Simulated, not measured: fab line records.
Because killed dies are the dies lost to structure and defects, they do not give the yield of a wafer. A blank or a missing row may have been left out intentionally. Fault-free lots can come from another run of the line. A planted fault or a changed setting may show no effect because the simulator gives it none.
fab line records | flow sky130 | part 1 of 2: steps 1 to 24 of 35
record: lots: 5 | wafers: 15 | lastDay: 50
route steps=708 shown FIELD_ISO@13 NWELL@32 DNWELL@35 PWDE@45
lots with no fault: from the same line, run without faults
startH: hours from the record's opening day to when the first of the lot's shown wafers began | waitH: how many hours have passed since the lot's step before this one | " unchanged from the row above | L1.1+2: one row covering several wafers at once | - no value, or no start given | * or withheld: withheld | < > ~ a bound
route shown NAME@n: a module of which the file shows steps, and the number in the route of the first | usual: mean and standard deviation over wafers with no fault | same: alike in all rows | chamber/n: place in a boat | sites: each site's reading | _std_site: how widely they spread, as a standard deviation | _edge_site: inner sites' mean taken away from outer sites' mean | radiusMm: how far each site lies from the wafer's centre | mask NAME#n: copy n | behind: tool/chamber where the wafer was last shaped | hold: cause of the lot's hold/its duration in hours/its outcome | device: whichever transistor did not switch (one of n, p or np) | end of line: the tests these same wafers got at the end of their route | step lacking rows: just its recipe | killed: dies that structure and defects cost at the first sort, which is not the same as the wafer's yield | map: a wafer's dies, marking killed ones x, the rest . and places with no die _
set.NAME: the setting that was run; set.NAME@STEP: the one run at that earlier step | model.NAME: the simulator's own value behind a step, which no gauge read
lots at some steps of the route; a table a step, a row a wafer
services: the hour from which a tool's chamber was out of use, counted from the record's first day as startH (under 0 if before that day), plus the number of hours and why
== steps ==
step: SKY_FIELD_ISO_DEVELOP_12
recipe: developTimeS: 60 | resist: KrF-thick | devTempC: 21
usual: developerTempC: 20.99/0.11
lot.wafer | tool          | chamber | startH | waitH | developerTempC
L076.1    | lithoTrack-03 | 0       | -      | -     | 20.99
L076.2    | "             | 0       | "      | "     | 20.88
L076.6    | "             | 0       | "      | "     | 20.83
L085.2    | lithoTrack-03 | 0       | -      | -     | 21.18
L085.4    | "             | 0       | "      | "     | 20.99
L085.6    | "             | 0       | "      | "     | 21.25
L090.1    | lithoTrack-03 | 0       | -      | -     | 20.94
L090.3    | "             | 0       | "      | "     | 20.90
L090.5    | "             | 0       | "      | "     | 20.97
L095.1    | lithoTrack-01 | 0       | -      | -     | 21.00
L095.4    | "             | 0       | "      | "     | 21.16
L095.5    | "             | 0       | "      | "     | 20.97
L097.2    | lithoTrack-02 | 0       | -      | -     | 20.92
L097.3    | "             | 0       | "      | "     | 21.11
L097.5    | "             | 0       | "      | "     | 21.01
step: SKY_FIELD_ISO_CD_MEAS_13
recipe: targetCdNm: 150
usual: cdNm: 150.3/1.7
lot.wafer | tool     | chamber | startH | waitH | cdNm
L076.1    | cdSem-02 | -       | 39.63  | -     | 152.2
L076.2    | "        | -       | "      | "     | 152.3
L076.6    | "        | -       | "      | "     | 150.5
L085.2    | cdSem-02 | -       | 90.35  | -     | 151.2
L085.4    | "        | -       | "      | "     | 149.8
L085.6    | "        | -       | "      | "     | 149.8
L090.1    | cdSem-02 | -       | 116.33 | -     | 151.1
L090.3    | "        | -       | "      | "     | 150.2
L090.5    | "        | -       | "      | "     | 149.2
L095.1    | cdSem-01 | -       | 138.52 | -     | 151.2
L095.4    | "        | -       | "      | "     | 152.0
L095.5    | "        | -       | "      | "     | 151.9
L097.2    | cdSem-02 | -       | 147.31 | -     | 148.5
L097.3    | "        | -       | "      | "     | 149.6
L097.5    | "        | -       | "      | "     | 148.2
step: SKY_FIELD_ISO_ETCH_14
recipe: chemistry: N2/H2 | target: BARC | ionEnergyEv: 200 | sourceW: 500 | biasW: 100 | pressureMtorr: 30 | n2FlowSccm: 100 | h2FlowSccm: 200 | stopOn: SiO2 | timeS: 45.9 | targetDepthA: 600
usual: drypumpMotorCurrentA: 5.6/0.36 | oesProductAu: 0.855/0.0047 | throttleValvePct: 13.225/0.0095
lot.wafer | tool       | chamber | startH | waitH | drypumpMotorCurrentA | oesProductAu | rfHoursCounterH | throttleValvePct
L076.1    | rieDiel-03 | 1       | 39.75  | 0.1   | 5.9                  | 0.853        | 157             | 13.224
L076.2    | "          | 0       | "      | "     | 5.6                  | 0.859        | 14              | 13.241
L076.6    | "          | 3       | "      | "     | 6.3                  | 0.852        | -               | 13.235
L085.2    | rieDiel-02 | 2       | 90.45  | 0.1   | 5.2                  | 0.852        | 72              | 13.214
L085.4    | "          | 3       | "      | "     | 5.2                  | 0.855        | 70              | 13.219
L085.6    | "          | 2       | "      | "     | 5.2                  | 0.851        | -               | 13.229
L090.1    | rieDiel-04 | 3       | 116.45 | 0.1   | 5.9                  | 0.850        | 134             | 13.223
L090.3    | "          | 2       | "      | "     | 5.5                  | 0.859        | -               | 13.230
L090.5    | "          | 3       | "      | "     | 5.9                  | 0.862        | -               | 13.227
L095.1    | rieDiel-03 | 1       | 138.64 | 0.1   | 5.9                  | 0.854        | 159             | 13.217
L095.4    | "          | 2       | "      | "     | 5.0                  | 0.863        | -               | 13.234
L095.5    | "          | 1       | "      | "     | 5.9                  | 0.860        | -               | 13.217
L097.2    | rieDiel-02 | 3       | 147.41 | 0.1   | 5.2                  | 0.851        | 71              | 13.236
L097.3    | "          | 0       | "      | "     | 5.6                  | 0.857        | 12              | 13.237
L097.5    | "          | 2       | "      | "     | 5.2                  | 0.852        | -               | 13.235
step: SKY_FIELD_ISO_ETCH_15
recipe: chemistry: CHF3/O2 | targetDepthNm: 180 | stopOn: Si | sourceW: 600 | biasW: 200 | pressureMtorr: 40 | chf3FlowSccm: 50 | O2_flow_sccm: 5 | timeS: 72
usual: chf3FlowSccm: 49.99/0.13 | drypumpMotorCurrentA: 5.6/0.37 | oesProductAu: 0.952/0.0069 | throttleValvePct: 8.848/0.0086
lot.wafer | tool       | chamber | startH | waitH | chf3FlowSccm | drypumpMotorCurrentA | oesProductAu | rfHoursCounterH | throttleValvePct
L076.1    | rieDiel-03 | 1       | 39.79  | 0.0   | 50.26        | 5.9                  | 0.960        | 157             | 8.843
L076.2    | "          | 0       | "      | "     | 50.23        | 5.6                  | 0.957        | 14              | 8.846
L076.6    | "          | 3       | "      | "     | 50.05        | 6.3                  | 0.953        | -               | 8.849
L085.2    | rieDiel-02 | 2       | 90.49  | 0.0   | 49.71        | 5.2                  | 0.950        | 72              | 8.861
L085.4    | "          | 3       | "      | "     | 50.11        | 5.1                  | 0.952        | 70              | 8.859
L085.6    | "          | 2       | "      | "     | 50.19        | 5.2                  | 0.957        | -               | 8.851
L090.1    | rieDiel-04 | 3       | 116.51 | 0.0   | 50.04        | 5.9                  | 0.941        | 134             | 8.830
L090.3    | "          | 2       | "      | "     | 49.95        | 5.6                  | 0.950        | -               | 8.856
L090.5    | "          | 3       | "      | "     | 50.23        | 5.9                  | 0.943        | -               | 8.840
L095.1    | rieDiel-03 | 1       | 138.68 | 0.0   | 50.13        | 5.9                  | 0.959        | 159             | 8.862
L095.4    | "          | 2       | "      | "     | 49.91        | 5.0                  | 0.957        | -               | 8.836
L095.5    | "          | 1       | "      | "     | 49.99        | 5.9                  | 0.956        | -               | 8.845
L097.2    | rieDiel-02 | 3       | 147.46 | 0.0   | 50.03        | 5.1                  | 0.959        | 71              | 8.833
L097.3    | "          | 0       | "      | "     | 50.05        | 5.6                  | 0.952        | 12              | 8.862
L097.5    | "          | 2       | "      | "     | 49.92        | 5.2                  | 0.955        | -               | 8.842
step: SKY_FIELD_ISO_STRIP_16
recipe: chemistry: O2/N2 | powerW: 1400 | pressureMtorr: 1500 | platenTempC: withheld | o2FlowSccm: 3000 | n2FlowSccm: 300 | overashFraction: 0.5
usual: drypumpMotorCurrentA: 5.66/0.22 | oesProductAu: 0.378/0.0047 | stripTimeToEndpointS: 3.54/0.041
lot.wafer | tool           | chamber | startH | waitH | drypumpMotorCurrentA | oesProductAu | rfHoursCounterH | stripTimeToEndpointS
L076.1    | plasmaAsher-02 | 0       | 39.85  | 0.0   | 5.36                 | 0.378        | 33              | 3.61
L076.2    | "              | 1       | "      | "     | 5.48                 | 0.373        | 33              | 3.53
L076.6    | "              | 0       | "      | "     | 5.36                 | 0.382        | -               | 3.54
L085.2    | plasmaAsher-03 | 1       | 90.55  | 0.0   | 5.63                 | 0.374        | 40              | 3.54
L085.4    | "              | 1       | "      | "     | 5.62                 | 0.383        | -               | 3.60
L085.6    | "              | 1       | "      | "     | 5.63                 | 0.388        | -               | 3.55
L090.1    | plasmaAsher-01 | 1       | 116.60 | 0.1   | 5.90                 | 0.387        | 31              | 3.58
L090.3    | "              | 0       | "      | "     | 5.72                 | 0.379        | -               | 3.51
L090.5    | "              | 1       | "      | "     | 5.90                 | 0.378        | -               | 3.58
L095.1    | plasmaAsher-02 | 0       | 138.74 | 0.0   | 5.36                 | 0.376        | 44              | 3.55
L095.4    | "              | 1       | "      | "     | 5.49                 | 0.383        | -               | 3.54
L095.5    | "              | 0       | "      | "     | 5.37                 | 0.384        | -               | 3.53
L097.2    | plasmaAsher-01 | 0       | 147.51 | 0.0   | 5.71                 | 0.371        | 35              | 3.64
L097.3    | "              | 1       | "      | "     | 5.87                 | 0.378        | -               | 3.61
L097.5    | "              | 0       | "      | "     | 5.74                 | 0.384        | -               | 3.55
step: SKY_FIELD_ISO_ETCH_17
recipe: targetDepthA: 3420 | maskMaterial: Si3N4 | chemistry: HBr/Cl2/O2 | target: Si | taperDeg: 5 | icpW: 600 | biasW: 150 | pressureMtorr: 15 | HBr_flow_sccm: 150 | Cl2_flow_sccm: 40 | O2_flow_sccm: 6 | timeS: 97.7
usual: drypumpMotorCurrentA: 5.50/0.29 | oesProductAu: 1.004/0.014 | throttleValvePct: 25.652/0.014
lot.wafer | tool     | chamber | startH | waitH | drypumpMotorCurrentA | oesProductAu | rfHoursCounterH | throttleValvePct
L076.1    | rieSi-01 | 3       | 39.95  | 0.1   | 5.84                 | 1.000        | 2               | 25.648
L076.2    | "        | 0       | "      | "     | 5.44                 | 1.020        | 56              | 25.617
L076.6    | "        | 0       | "      | "     | 5.44                 | 1.024        | -               | 25.639
L085.2    | rieSi-01 | 2       | 90.65  | 0.1   | 5.40                 | 1.008        | 144             | 25.666
L085.4    | "        | 3       | "      | "     | 5.87                 | 1.001        | 2               | 25.649
L085.6    | "        | 1       | "      | "     | 5.70                 | 1.001        | -               | 25.666
L090.1    | rieSi-02 | 1       | 116.70 | 0.1   | 5.08                 | 0.998        | 53              | 25.647
L090.3    | "        | 2       | "      | "     | 5.97                 | 1.008        | 3               | 25.663
L090.5    | "        | 1       | "      | "     | 5.07                 | 0.997        | -               | 25.669
L095.1    | rieSi-01 | 0       | 138.84 | 0.1   | 5.45                 | 1.010        | 57              | 25.651
L095.4    | "        | 3       | "      | "     | 5.86                 | 0.993        | 3               | 25.666
L095.5    | "        | 0       | "      | "     | 5.45                 | 1.023        | -               | 25.644
L097.2    | rieSi-02 | 1       | 147.61 | 0.1   | 5.07                 | 1.007        | 54              | 25.635
L097.3    | "        | 2       | "      | "     | 5.98                 | 0.995        | 3               | 25.660
L097.5    | "        | 1       | "      | "     | 5.08                 | 0.994        | -               | 25.635
step: SKY_FIELD_ISO_WET_ETCH_18
recipe: chemistry: H3PO4 | targetDepthNm: 25 | tempC: 160 | target: Si3N4 | timeS: 286
usual: bathGuardTempC: 159.9/0.61
lot.wafer | tool        | chamber | startH | waitH | bathGuardTempC
L076.1    | wetBench-01 | 0       | 40.02  | 0.0   | 160.6
L076.2    | "           | 0       | "      | "     | 160.6
L076.6    | "           | 0       | "      | "     | 160.8
L085.2    | wetBench-02 | 1       | 90.72  | 0.0   | 159.1
L085.4    | "           | 1       | "      | "     | 159.7
L085.6    | "           | 1       | "      | "     | 159.8
L090.1    | wetBench-02 | 1       | 116.77 | 0.0   | 159.5
L090.3    | "           | 1       | "      | "     | 159.6
L090.5    | "           | 1       | "      | "     | 159.1
L095.1    | wetBench-01 | 1       | 138.91 | 0.0   | 159.7
L095.4    | "           | 1       | "      | "     | 159.5
L095.5    | "           | 1       | "      | "     | 159.8
L097.2    | wetBench-02 | 1       | 147.68 | 0.0   | 159.6
L097.3    | "           | 1       | "      | "     | 159.6
L097.5    | "           | 1       | "      | "     | 159.6
step: SKY_FIELD_ISO_CLEAN_19
recipe: chemistry: SC1/SC2 | mix: 1:4:20 | tempC: 70 | timeS: 150
usual: bathGuardTempC: 69.9/0.56
lot.wafer | tool        | chamber | startH | waitH | bathGuardTempC
L076.1    | wetBench-04 | 0       | 40.11  | 0.0   | 70.5
L076.2    | "           | 0       | "      | "     | 70.8
L076.6    | "           | 0       | "      | "     | 70.6
L085.2    | wetBench-02 | 3       | 90.81  | 0.0   | 69.9
L085.4    | "           | 3       | "      | "     | 70.0
L085.6    | "           | 3       | "      | "     | 69.9
L090.1    | wetBench-01 | 3       | 116.86 | 0.0   | 70.7
L090.3    | "           | 3       | "      | "     | 70.3
L090.5    | "           | 3       | "      | "     | 70.5
L095.1    | wetBench-02 | 3       | 139.00 | 0.0   | 69.6
L095.4    | "           | 3       | "      | "     | 69.9
L095.5    | "           | 3       | "      | "     | 69.8
L097.2    | wetBench-01 | 1       | 147.77 | 0.0   | 69.3
L097.3    | "           | 1       | "      | "     | 69.6
L097.5    | "           | 1       | "      | "     | 69.8
step: SKY_FIELD_ISO_CLEAN_20
recipe: chemistry: dHF | timeS: 20 | dilution: 100:1
lot.wafer  | tool        | chamber | startH | waitH
L076.1+2+6 | wetBench-01 | 2       | 40.16  | 0.0
L085.2+4+6 | wetBench-02 | 2       | 90.86  | 0.0
L090.1+3+5 | wetBench-02 | 0       | 116.92 | 0.0
L095.1+4+5 | wetBench-04 | 0       | 139.05 | 0.0
L097.2+3+5 | wetBench-02 | 0       | 147.82 | 0.0
step: SKY_FIELD_ISO_WET_ETCH_21
recipe: chemistry: dHF | dilution: 100:1 | targetDepthNm: 20 | dry: ipaMarangoni | target: SiO2 | tempC: 25 | timeS: 400
lot.wafer  | tool        | chamber | startH | waitH
L076.1+2+6 | wetBench-04 | 3       | 40.17  | 0.0
L085.2+4+6 | wetBench-02 | 0       | 90.87  | 0.0
L090.1+3+5 | wetBench-01 | 2       | 116.93 | 0.0
L095.1+4+5 | wetBench-01 | 0       | 139.06 | 0.0
L097.2+3+5 | wetBench-01 | 2       | 147.84 | 0.0
step: SKY_FIELD_ISO_OXIDATION_22
recipe: tempC: 950 | ambient: O2 | stabiliseS: 600 | purgeS: 300 | targetThkA: 100 | oxTimeS: 623
usual: spikeTcBottomC: 968.0/1.4
lot.wafer | tool       | chamber | startH | waitH | spikeTcBottomC
L076.1    | furnace-02 | 0       | 41.65  | 1.4   | 966.9
L076.2    | "          | 0       | "      | "     | 967.4
L076.6    | "          | 0       | "      | "     | 967.8
L085.2    | furnace-01 | 0       | 94.24  | 3.2   | 968.4
L085.4    | "          | 0       | "      | "     | 969.4
L085.6    | "          | 0       | "      | "     | 970.0
L090.1    | furnace-02 | 0       | 117.21 | 0.1   | 966.8
L090.3    | "          | 0       | "      | "     | 966.5
L090.5    | "          | 0       | "      | "     | 966.2
L095.1    | furnace-01 | 0       | 140.87 | 1.7   | 969.6
L095.4    | "          | 0       | "      | "     | 970.0
L095.5    | "          | 0       | "      | "     | 968.7
L097.2    | furnace-01 | 0       | 148.76 | 0.8   | 967.6
L097.3    | "          | 0       | "      | "     | 970.2
L097.5    | "          | 0       | "      | "     | 968.2
step: SKY_FIELD_ISO_THK_MEAS_23
recipe: reads: SiO2_of_FIELD_ISO_OXIDATION_22
usual: FIELD_ISO_OXIDATION_01_THK: 10.01/0.18
lot.wafer | tool         | chamber | startH | waitH | FIELD_ISO_OXIDATION_01_THK[nm]
L076.1    | filmMetro-04 | -       | 42.82  | 0.0   | 9.94
L076.2    | "            | -       | "      | "     | 10.14
L076.6    | "            | -       | "      | "     | 9.96
L085.2    | filmMetro-03 | -       | 95.42  | 0.0   | 10.56
L085.4    | "            | -       | "      | "     | 10.18
L085.6    | "            | -       | "      | "     | 10.49
L090.1    | filmMetro-04 | -       | 118.38 | 0.0   | 9.90
L090.3    | "            | -       | "      | "     | 10.01
L090.5    | "            | -       | "      | "     | 9.88
L095.1    | filmMetro-03 | -       | 142.04 | 0.0   | 9.63
L095.4    | "            | -       | "      | "     | 9.75
L095.5    | "            | -       | "      | "     | 9.88
L097.2    | filmMetro-03 | -       | 149.95 | 0.0   | 9.68
L097.3    | "            | -       | "      | "     | 9.81
L097.5    | "            | -       | "      | "     | 9.73
step: SKY_FIELD_ISO_CVD_24
recipe: material: SiO2 | targetThkNm: 595 | tempC: 650 | sigmaOpenFrac: 0.3 | timeS: 99.2 | sih4FlowSccm: 60 | pressureMtorr: 6
usual: sih4FlowSccm: 59.99/0.19
lot.wafer | tool      | chamber | startH | waitH | sih4FlowSccm
L076.1    | hdpcvd-02 | 2       | 42.88  | 0.1   | 59.60
L076.2    | "         | 1       | "      | "     | 59.86
L076.6    | "         | 0       | "      | "     | 59.81
L085.2    | hdpcvd-01 | 1       | 95.50  | 0.1   | 60.02
L085.4    | "         | 2       | "      | "     | 60.01
L085.6    | "         | 1       | "      | "     | 60.03
L090.1    | hdpcvd-02 | 2       | 118.44 | 0.1   | 59.87
L090.3    | "         | 0       | "      | "     | 60.08
L090.5    | "         | 2       | "      | "     | 59.85
L095.1    | hdpcvd-01 | 0       | 142.10 | 0.1   | 59.81
L095.4    | "         | 2       | "      | "     | 59.80
L095.5    | "         | 0       | "      | "     | 59.74
L097.2    | hdpcvd-01 | 1       | 150.00 | 0.0   | 59.65
L097.3    | "         | 2       | "      | "     | 59.91
L097.5    | "         | 1       | "      | "     | 59.82
step: SKY_FIELD_ISO_THK_MEAS_25
recipe: reads: SiO2_of_FIELD_ISO_CVD_24
usual: FIELD_ISO_CVD_24_THK: 594/5.9
lot.wafer | tool         | chamber | startH | waitH | FIELD_ISO_CVD_24_THK[nm]
L076.1    | filmMetro-01 | -       | 42.95  | 0.0   | 595
L076.2    | "            | -       | "      | "     | 586
L076.6    | "            | -       | "      | "     | 588
L085.2    | filmMetro-03 | -       | 95.59  | 0.0   | 603
L085.4    | "            | -       | "      | "     | 592
L085.6    | "            | -       | "      | "     | 598
L090.1    | filmMetro-03 | -       | 118.52 | 0.0   | 604
L090.3    | "            | -       | "      | "     | 584
L090.5    | "            | -       | "      | "     | 602
L095.1    | filmMetro-01 | -       | 142.17 | 0.0   | 597
L095.4    | "            | -       | "      | "     | 595
L095.5    | "            | -       | "      | "     | 594
L097.2    | filmMetro-01 | -       | 150.08 | 0.0   | 593
L097.3    | "            | -       | "      | "     | 590
L097.5    | "            | -       | "      | "     | 595
step: SKY_FIELD_ISO_ANNEAL_26
recipe: tempC: 1000 | timeS: 1800 | ambient: N2
usual: spikeTcBottomC: 1017.7/1.4
lot.wafer | tool       | chamber | startH | waitH | spikeTcBottomC
L076.1    | furnace-01 | 0       | 44.23  | 1.3   | 1017.1
L076.2    | "          | 0       | "      | "     | 1018.9
L076.6    | "          | 0       | "      | "     | 1018.7
L085.2    | furnace-02 | 0       | 97.53  | 1.9   | 1017.1
L085.4    | "          | 0       | "      | "     | 1016.2
L085.6    | "          | 0       | "      | "     | 1016.1
L090.1    | furnace-01 | 0       | 119.45 | 0.9   | 1018.4
L090.3    | "          | 0       | "      | "     | 1020.9
L090.5    | "          | 0       | "      | "     | 1020.3
L095.1    | furnace-02 | 0       | 143.88 | 1.7   | 1016.4
L095.4    | "          | 0       | "      | "     | 1016.0
L095.5    | "          | 0       | "      | "     | 1017.3
L097.2    | furnace-02 | 0       | 151.15 | 1.1   | 1017.5
L097.3    | "          | 0       | "      | "     | 1017.4
L097.5    | "          | 0       | "      | "     | 1017.2
step: SKY_FIELD_ISO_CMP_27
recipe: stopOn: Si3N4 | tOverpolishS: 16 | downForcePsi: 4 | platenRpm: 60 | targetThkNm: 457.8 | padVelocityMS: 0.94248
usual: motorCurrentA: 11.7/1.4 | overpolishRunS: 16.001/0.0085 | timeToEndpointS: 112/7
lot.wafer | tool   | chamber | startH | waitH | motorCurrentA | overpolishRunS | timeToEndpointS
L076.2    | cmp-01 | 3       | 45.83  | 0.1   | 14.0          | 16.010         | 103
L076.1    | "      | 0       | "      | "     | 10.6          | 15.991         | 99
L076.6    | "      | 1       | "      | "     | 11.9          | 16.005         | 113
L085.2    | cmp-02 | 1       | 99.13  | 0.1   | 9.1           | 16.001         | 112
L085.4    | "      | 2       | "      | "     | 13.5          | 15.996         | 111
L085.6    | "      | 0       | "      | "     | 11.4          | 15.993         | 127
L090.3    | cmp-01 | 2       | 120.95 | 0.0   | 12.6          | 15.998         | 110
L090.1    | "      | 1       | "      | "     | 12.1          | 16.009         | 119
L090.5    | "      | 2       | "      | "     | 13.1          | 15.988         | 114
L095.4    | cmp-01 | 2       | 145.48 | 0.1   | 13.0          | 16.009         | 112
L095.1    | "      | 3       | "      | "     | 13.9          | 16.020         | 105
L095.5    | "      | 0       | "      | "     | 10.1          | 15.994         | 103
L097.3    | cmp-02 | 1       | 152.75 | 0.1   | 9.3           | 16.003         | 109
L097.2    | "      | 2       | "      | "     | 12.7          | 16.006         | 107
L097.5    | "      | 3       | "      | "     | 11.7          | 16.008         | 114
step: SKY_FIELD_ISO_WET_ETCH_28
recipe: chemistry: dHF | targetDepthNm: 23.7 | target: SiO2 | dilution: 10:1 | tempC: 25 | timeS: 47
lot.wafer  | tool        | chamber | startH | waitH
L076.1+2+6 | wetBench-02 | 0       | 46.03  | 0.1
L085.2+4+6 | wetBench-02 | 3       | 99.33  | 0.1
L090.1+3+5 | wetBench-02 | 2       | 121.25 | 0.1
L095.1+4+5 | wetBench-02 | 3       | 145.68 | 0.1
L097.2+3+5 | wetBench-02 | 0       | 152.95 | 0.1
step: SKY_FIELD_ISO_WET_ETCH_29
recipe: chemistry: H3PO4 | targetDepthNm: 160 | target: Si3N4 | tempC: 160 | timeS: 1825
usual: bathGuardTempC: 160.1/0.67
lot.wafer | tool        | chamber | startH | waitH | bathGuardTempC
L076.1    | wetBench-04 | 2       | 46.05  | 0.0   | 159.7
L076.2    | "           | 2       | "      | "     | 159.9
L076.6    | "           | 2       | "      | "     | 160.0
L085.2    | wetBench-04 | 3       | 99.35  | 0.0   | 159.4
L085.4    | "           | 3       | "      | "     | 159.9
L085.6    | "           | 3       | "      | "     | 159.1
L090.1    | wetBench-01 | 3       | 121.27 | 0.0   | 160.4
L090.3    | "           | 3       | "      | "     | 160.4
L090.5    | "           | 3       | "      | "     | 160.6
L095.1    | wetBench-04 | 1       | 145.70 | 0.0   | 161.4
L095.4    | "           | 1       | "      | "     | 161.7
L095.5    | "           | 1       | "      | "     | 160.9
L097.2    | wetBench-04 | 1       | 152.97 | 0.0   | 161.2
L097.3    | "           | 1       | "      | "     | 161.4
L097.5    | "           | 1       | "      | "     | 161.6
step: SKY_FIELD_ISO_WET_ETCH_30
recipe: chemistry: dHF | targetDepthNm: 25 | target: SiO2 | dilution: 10:1 | tempC: 25 | timeS: 50
lot.wafer  | tool        | chamber | startH | waitH
L076.1+2+6 | wetBench-01 | 2       | 46.57  | 0.0
L085.2+4+6 | wetBench-01 | 1       | 99.86  | 0.0
L090.1+3+5 | wetBench-04 | 3       | 121.83 | 0.0
L095.1+4+5 | wetBench-01 | 3       | 146.21 | 0.0
L097.2+3+5 | wetBench-01 | 0       | 153.48 | 0.0
step: SKY_NWELL_CLEAN_00
recipe: chemistry: SC1/SC2 | mix: 1:4:20 | tempC: 70 | timeS: 150 | dry: n2Spin
usual: bathGuardTempC: 70.0/0.56
lot.wafer | tool        | chamber | startH | waitH | bathGuardTempC
L076.1    | wetBench-02 | 2       | 46.59  | 0.0   | 69.6
L076.2    | "           | 2       | "      | "     | 69.4
L076.6    | "           | 2       | "      | "     | 69.6
L085.2    | wetBench-02 | 3       | 99.89  | 0.0   | 69.7
L085.4    | "           | 3       | "      | "     | 70.0
L085.6    | "           | 3       | "      | "     | 69.8
L090.1    | wetBench-02 | 1       | 121.86 | 0.0   | 69.6
L090.3    | "           | 1       | "      | "     | 69.4
L090.5    | "           | 1       | "      | "     | 69.5
L095.1    | wetBench-04 | 0       | 146.23 | 0.0   | 70.3
L095.4    | "           | 0       | "      | "     | 70.4
L095.5    | "           | 0       | "      | "     | 70.3
L097.2    | wetBench-02 | 3       | 153.51 | 0.0   | 69.9
L097.3    | "           | 3       | "      | "     | 70.1
L097.5    | "           | 3       | "      | "     | 69.9
step: SKY_NWELL_OXIDATION_01
recipe: tempC: 900 | ambient: O2 | stabiliseS: 600 | purgeS: 300 | targetThkA: 100 | oxTimeS: 1418
usual: spikeTcBottomC: 917.6/1.4
lot.wafer | tool       | chamber | startH | waitH | spikeTcBottomC
L076.1    | furnace-01 | 0       | 47.26  | 0.6   | 919.2
L076.2    | "          | 0       | "      | "     | 918.6
L076.6    | "          | 0       | "      | "     | 918.3
L085.2    | furnace-01 | 0       | 100.58 | 0.6   | 918.7
L085.4    | "          | 0       | "      | "     | 918.9
L085.6    | "          | 0       | "      | "     | 917.5
L090.1    | furnace-02 | 0       | 122.45 | 0.5   | 917.3
L090.3    | "          | 0       | "      | "     | 916.6
L090.5    | "          | 0       | "      | "     | 916.0
L095.1    | furnace-01 | 0       | 147.37 | 1.1   | 917.4
L095.4    | "          | 0       | "      | "     | 921.0
L095.5    | "          | 0       | "      | "     | 920.1
L097.2    | furnace-02 | 0       | 153.90 | 0.3   | 915.6
L097.3    | "          | 0       | "      | "     | 916.0
L097.5    | "          | 0       | "      | "     | 916.8
step: SKY_NWELL_THK_MEAS_02
recipe: reads: SiO2_of_NWELL_OXIDATION_01
usual: NWELL_OXIDATION_THK: 10.01/0.18
lot.wafer | tool         | chamber | startH | waitH | NWELL_OXIDATION_THK[nm]
L076.1    | filmMetro-04 | -       | 48.66  | 0.0   | 10.07
L076.2    | "            | -       | "      | "     | 9.84
L076.6    | "            | -       | "      | "     | 9.97
L085.2    | filmMetro-02 | -       | 101.98 | 0.0   | 10.16
L085.4    | "            | -       | "      | "     | 10.18
L085.6    | "            | -       | "      | "     | 9.99
L090.1    | filmMetro-03 | -       | 123.85 | 0.0   | 10.18
L090.3    | "            | -       | "      | "     | 10.32
L090.5    | "            | -       | "      | "     | 10.05
L095.1    | filmMetro-03 | -       | 148.76 | 0.0   | 10.01
L095.4    | "            | -       | "      | "     | 9.88
L095.5    | "            | -       | "      | "     | 9.98
L097.2    | filmMetro-02 | -       | 155.30 | 0.0   | 9.59
L097.3    | "            | -       | "      | "     | 9.69
L097.5    | "            | -       | "      | "     | 9.71
step: SKY_DNWELL_DEHYDRATE_00
recipe: tempC: 200 | timeS: 60
usual: heaterPowerTotalW: 160.36/0.13
lot.wafer | tool          | chamber | startH | waitH | heaterPowerTotalW
L076.1    | lithoTrack-04 | 0       | 55.91  | 7.2   | 160.28
L076.2    | "             | 0       | "      | "     | 160.51
L076.6    | "             | 0       | "      | "     | 160.34
L085.2    | lithoTrack-04 | 0       | 110.58 | 8.6   | 160.34
L085.4    | "             | 0       | "      | "     | 160.60
L085.6    | "             | 0       | "      | "     | 160.32
L090.1    | lithoTrack-02 | 0       | 132.54 | 8.7   | 160.20
L090.3    | "             | 0       | "      | "     | 160.29
L090.5    | "             | 0       | "      | "     | 160.20
L095.1    | lithoTrack-04 | 0       | 157.96 | 9.2   | 160.29
L095.4    | "             | 0       | "      | "     | 160.32
L095.5    | "             | 0       | "      | "     | 160.33
L097.2    | lithoTrack-02 | 0       | 164.42 | 9.1   | 160.51
L097.3    | "             | 0       | "      | "     | 160.23
L097.5    | "             | 0       | "      | "     | 160.18
step: SKY_DNWELL_HMDS_01
recipe: primeTimeS: 60 | primeTempC: 120
lot.wafer  | tool          | chamber | startH | waitH
L076.1+2+6 | lithoTrack-04 | 0       | 56.06  | 0.1
L085.2+4+6 | lithoTrack-04 | 0       | 110.73 | 0.1
L090.1+3+5 | lithoTrack-02 | 0       | 132.69 | 0.1
L095.1+4+5 | lithoTrack-04 | 0       | 158.11 | 0.1
L097.2+3+5 | lithoTrack-02 | 0       | 164.57 | 0.1
